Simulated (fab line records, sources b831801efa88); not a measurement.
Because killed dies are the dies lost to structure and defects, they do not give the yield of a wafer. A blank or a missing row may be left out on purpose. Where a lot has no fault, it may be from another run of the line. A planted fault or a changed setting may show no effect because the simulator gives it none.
Problem report in the 8D (eight disciplines) form, filled by code | flow gf180mcu | the parts of the form that need people (team, actions taken, sign-off) are left out

1. THE PROBLEM
At GF_VT_IMPLANT_RTA_45, run_length_s averages 68.8 s over 6 wafers from 2 lots, while fault-free wafers read 58.9 s, standard deviation 0.53. That is +19 standard deviations from the usual mean.
The step: time 30 s.
The first sign was on wafer L500.1 at day 10 00:05, on rtp_anneal-01. Wafers with a number at this step in the record: 39, from 13 lots. The rule behind "out" and "out of limits": a value lying over 4 standard deviations away from the usual mean. The other wafers with a number count as sound.

2. WHAT IT IS, WHAT IT ISN'T
question                    | is                     | is not
which readings at this step | run_length_s           | lamp_power_pct, wafer_temp_C_max
which lots                  | L500, L501             | L492, L494, L495, L496, L497, L509, L510, L511, L512, L513, L514
which wafers of those lots  | all that have a number | -
read on which tools         | rtp_anneal-01          | rtp_anneal-02
when                        | from day 10 00:05      | up to then (15 sound wafers); but 18 sound wafers of L509, L510, L511, L512, L513, L514 came after

3. THE SUSPECTS, EACH WITH WHAT RULES IT OUT
Counting: a tool stays on the suspect list if, at a process step up to the reading, it processed all lots that are out and no sound lot following the first of them.
- plasma_asher-01 at GF_VT_IMPLANT_STRIP_09 (strips in O2/N2): kept. It processed each lot that is out, first L500 at day 7 21:49, and no sound lot thereafter; up to then, the last sound lot it processed was L496 at day 6 20:37.
- rtp_anneal-01 at GF_VT_IMPLANT_RTA_45 (time 30 s): ruled out as a lasting fault. After its first lot that is out, L500 (day 10 00:05), sound lots L513, L514 ran on it.
Left after counting: plasma_asher-01 at GF_VT_IMPLANT_STRIP_09.

4. THE CAUSE (what the simulator had put in)
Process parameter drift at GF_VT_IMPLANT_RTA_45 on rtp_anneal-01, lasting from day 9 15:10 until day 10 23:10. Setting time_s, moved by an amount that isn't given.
Counting ruled it out, wrongly.

5. THE CHAIN OF EFFECTS, in route order
Each row: a reading whose mean over the struck wafers that have a number lies more than 3 standard deviations from the usual. Only readings whose record carries a usual standard deviation are examined. hours: median over the lots of the time between each lot's start at the first step of this table that gives one and its start at this step. sigmas: the change, counted in usual standard deviations.
hours | step                 | reading      | usual  | on struck wafers | change | sigmas
0     | GF_VT_IMPLANT_RTA_45 | run_length_s | 58.9 s | 68.8             | +9.9   | +19
It contains these process steps:
- GF_VT_IMPLANT_RTA_45: time 30 s.

6. HOW IT WOULD HAVE BEEN CAUGHT EARLIER
In this record no reading fell out of limits until day 10 00:05, 9 hours after the fault had begun at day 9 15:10.
